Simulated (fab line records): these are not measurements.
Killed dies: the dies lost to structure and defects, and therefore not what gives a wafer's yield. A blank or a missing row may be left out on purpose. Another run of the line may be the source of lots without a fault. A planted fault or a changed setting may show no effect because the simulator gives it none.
Chamber matching + flow sky130 + 4 sister chambers for SKY_LI_CONTACT_CMP_24 on cmp-02
The step polishes, stops on PSG, t overpolish 20 s, target thk 0 nm. 8 wafers are shown with their chamber, then 10 later ones without.

WAFERS WITH THEIR CHAMBER
| wafer  | chamber | motor_current_A (A) |
|--------|---------|---------------------|
| L341.1 | 3       | 11.7                |
| L342.4 | 3       | 11.8                |
| L344.5 | 1       | 11.9                |
| L345.1 | 1       | 12.9                |
| L345.2 | 0       | 11.9                |
| L345.4 | 2       | 11.0                |
| L348.3 | 2       | 10.0                |
| L348.5 | 0       | 11.9                |

WAFERS MISSING THEIR CHAMBER
| wafer  | motor_current_A (A) |
|--------|---------------------|
| L348.6 | 11.6                |
| L349.2 | 12.4                |
| L349.4 | 10.3                |
| L349.5 | 11.3                |
| L350.4 | 11.2                |
| L350.5 | 11.0                |
| L350.6 | 12.1                |
| L351.1 | 11.5                |
| L351.5 | 10.2                |
| L351.6 | 10.9                |

WHICH CHAMBER EACH WENT THROUGH
| wafer  | from the rows above               | in truth |
|--------|-----------------------------------|----------|
| L348.6 | can't be placed: 3 or 0 or 1 or 2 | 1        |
| L349.2 | can't be placed: 1 or 0 or 3      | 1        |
| L349.4 | 2                                 | 2        |
| L349.5 | can't be placed: 3 or 0 or 2 or 1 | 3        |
| L350.4 | can't be placed: 3 or 2 or 0 or 1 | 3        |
| L350.5 | can't be placed: 2 or 3 or 0 or 1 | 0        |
| L350.6 | can't be placed: 0 or 1 or 3      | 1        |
| L351.1 | can't be placed: 3 or 0 or 1 or 2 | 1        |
| L351.5 | 2                                 | 2        |
| L351.6 | can't be placed: 2 or 3 or 0      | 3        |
2 of 10 placed correctly. From these rows, 8 cannot be placed; in 8 the true chamber is one of the candidates. Wrongly placed: 0.
How it was worked out, from the rows above alone: a wafer's distance from a chamber is the root of the sum, over the readings, of the square of ((its reading less the chamber's mean) divided by the reading's scatter). The wafer belongs to the nearest chamber; if the next one is less than 2 further off, it can't be placed. Each chamber's mean is taken over the wafers shown for it. The scatter: the root of (the sum of the squares of (reading less its chamber's mean) over the shown wafers, divided by (wafers less chambers)).
